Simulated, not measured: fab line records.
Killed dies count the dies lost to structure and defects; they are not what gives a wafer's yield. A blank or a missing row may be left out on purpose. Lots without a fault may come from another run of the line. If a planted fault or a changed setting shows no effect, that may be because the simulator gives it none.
A lot that was struck, set against a sound lot	flow sky130	14 steps out of a route of 708
Sound: the wafers L148.1, L148.3, L148.6. Wafers L147.3, L147.4, L147.5 were the ones struck. At the end, the cause is stated.
Order at every step that has rows: each side's tool, ch and its chambers, its first start. Under that, the readings that differ: sound wafers	struck wafers	difference of the means	sigmas: that difference in standard deviations of wafers without a fault.
alike: readings with means less than 2 such deviations apart, plus words and numbers identical on both sides. not compared: withheld readings, readings lacking a value on some wafer, bounds such as >300 that could conceal the same value, and numbers that have no deviation in the record and whose values overlap.
The two part at a step that has a row with sigmas, a row that says differs or no value, or rows on one side only. When numbers do not overlap yet have no deviation, they are printed without sigmas and do not part them. A reading that every wafer of one side lacks parts them only if that side has two wafers or more.

first, 4 steps without rows for these wafers: SKY_LDD_N_SOFTBAKE_03 (time 60 s); SKY_LDD_N_EXPOSE_04 (exposes mask NTM, target cd 840 nm); SKY_LDD_N_PEB_05; SKY_LDD_N_DEVELOP_06 (develop time 60 s).
SKY_LDD_N_OVL_MEAS_07:
  struck on overlay-01, day 23 06:59; sound on overlay-01, day 23 20:52
  alike: LDD_N_OVL
then, 7 steps without rows for these wafers: SKY_LDD_N_IMPLANT_08; SKY_LDD_N_IMPLANT_09; SKY_LDD_N_IMPLANT_10; SKY_LDD_N_IMPLANT_11; SKY_LDD_N_IMPLANT_12; SKY_LDD_N_IMPLANT_13; SKY_LDD_N_IMPLANT_14.
SKY_LDD_N_IMPLANT_15:
  struck on implanter-04, day 23 08:07; sound on implanter-03 ch 0, day 23 21:57
  no value came back on the struck wafers for beamEnergyKeV, beamOnS (s), doseIonsCm2; on the sound wafers beamEnergyKeV reads 49.973 49.983 49.941
SKY_LDD_N_STRIP_16: strips in O2/N2.
  sound on plasmaAsher-01 ch 0,1, day 23 22:06; struck on plasmaAsher-02 ch 0,1, day 23 08:15
  alike: chamberPressureMTorr, drypumpMotorCurrentA, oesProductAu, stripTimeToEndpointS
  not compared: rfHoursCounterH

WHERE THEY PART
Only at SKY_LDD_N_IMPLANT_15, as far as this record shows. Later steps at which nothing parts them and some readings are alike: SKY_LDD_N_STRIP_16.

WHY: the cause the simulator had injected
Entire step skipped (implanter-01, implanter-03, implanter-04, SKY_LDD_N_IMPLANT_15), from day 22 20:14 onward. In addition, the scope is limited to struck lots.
